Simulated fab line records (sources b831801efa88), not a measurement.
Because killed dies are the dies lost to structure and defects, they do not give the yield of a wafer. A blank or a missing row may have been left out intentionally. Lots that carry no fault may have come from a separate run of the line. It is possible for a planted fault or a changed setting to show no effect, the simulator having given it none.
8D (eight disciplines) problem report, filled in by code || flow sfq_line || the parts of the form that need people (team, actions taken, sign-off) are left out

== 1. PROBLEM STATEMENT ==
Across 9 wafers from 3 lots, M8_AU_RS at SFQ_M8_RS_MEAS_949 averages 0.1246 ohm/sq, while fault-free wafers read 0.1537 ohm/sq with a standard deviation of 0.002. That puts it -15 standard deviations away from the usual mean.
The step: measures by four-point-probe.
Seen first at day 72 17:27 on film_metro-04, wafer L117.3. The record holds 45 wafers of 15 lots with a number at this step. The rule behind "out" and "out of limits": a value lying over 4 standard deviations away from the usual mean. All remaining wafers that have a number are taken as sound.

== 2. WHAT IT IS, AND WHAT IT ISN'T ==
{"question": "which readings at this step", "is": "M8_AU_RS", "is not": "-"}
{"question": "which lots", "is": "L117, L119, L121", "is not": "L109, L110, L112, L114, L115, L124, L125, L126, L127, L128, L129, L130"}
{"question": "which wafers of those lots", "is": "all that have a number", "is not": "-"}
{"question": "read on which gauges", "is": "film_metro-01, film_metro-02, film_metro-04", "is not": "-"}
{"question": "when", "is": "from day 72 17:27", "is not": "up to then (15 sound wafers); but 21 sound wafers of L124, L125, L126, L127, L128, L129, L130 came after"}

== 3. THE SUSPECTS, EACH WITH WHAT RULES IT OUT ==
Counting: a tool at any process step up to the reading remains a suspect when it ran all the lots that are out and ran no sound lot after the first of those.
- the gauge at SFQ_M8_RS_MEAS_949 has been ruled out. The wafers that are out were read on 3 gauges (film_metro-01, film_metro-02, film_metro-04).
- pvd_sputter-01 at SFQ_TRILAYER_M8_DEP_EVAP_196 (material Au, target thk 180 nm, time 900 s): ruled out as a lasting fault. The sound lots L125, L127, L129 went through it after L117, its earliest lot that is out (day 72 16:53).
Left after counting: nothing in the record.

== 4. THE CAUSE (what the simulator had put in) ==
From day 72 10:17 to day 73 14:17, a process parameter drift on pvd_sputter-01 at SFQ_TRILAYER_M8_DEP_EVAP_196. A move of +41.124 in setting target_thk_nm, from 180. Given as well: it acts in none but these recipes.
The count ruled it out by mistake, since the rule takes a fault to strike every lot its tool runs from the start of the fault on, and this one did not do so.

== 5. SEQUENCE OF EFFECTS, ordered by route ==
Each row: a reading whose mean over the struck wafers that have a number lies more than 3 standard deviations from the usual. Only readings for which the record gives a usual standard deviation are gone through. hours: the time from each lot's start at the first step in this table that gives one to its start at this step, as a median over the lots. sigmas: the change in usual standard deviations.
{"hours": 0, "step": "SFQ_M8_RS_MEAS_949", "reading": "M8_AU_RS", "usual": "0.1537 ohm/sq", "on struck wafers": 0.1246, "change": -0.0291, "sigmas": -15}
{"hours": 0, "step": "SFQ_M8_THK_MEAS_950", "reading": "M8_AU_THK", "usual": "176.5 nm", "on struck wafers": 217.5, "change": "+41.0", "sigmas": "+18"}

== 6. WHAT WOULD HAVE CAUGHT IT SOONER ==
Counted from the fault's start at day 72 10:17, it took 7 hours until the first out-of-limits reading at a measuring or inspecting step in this record, taken at day 72 17:27.
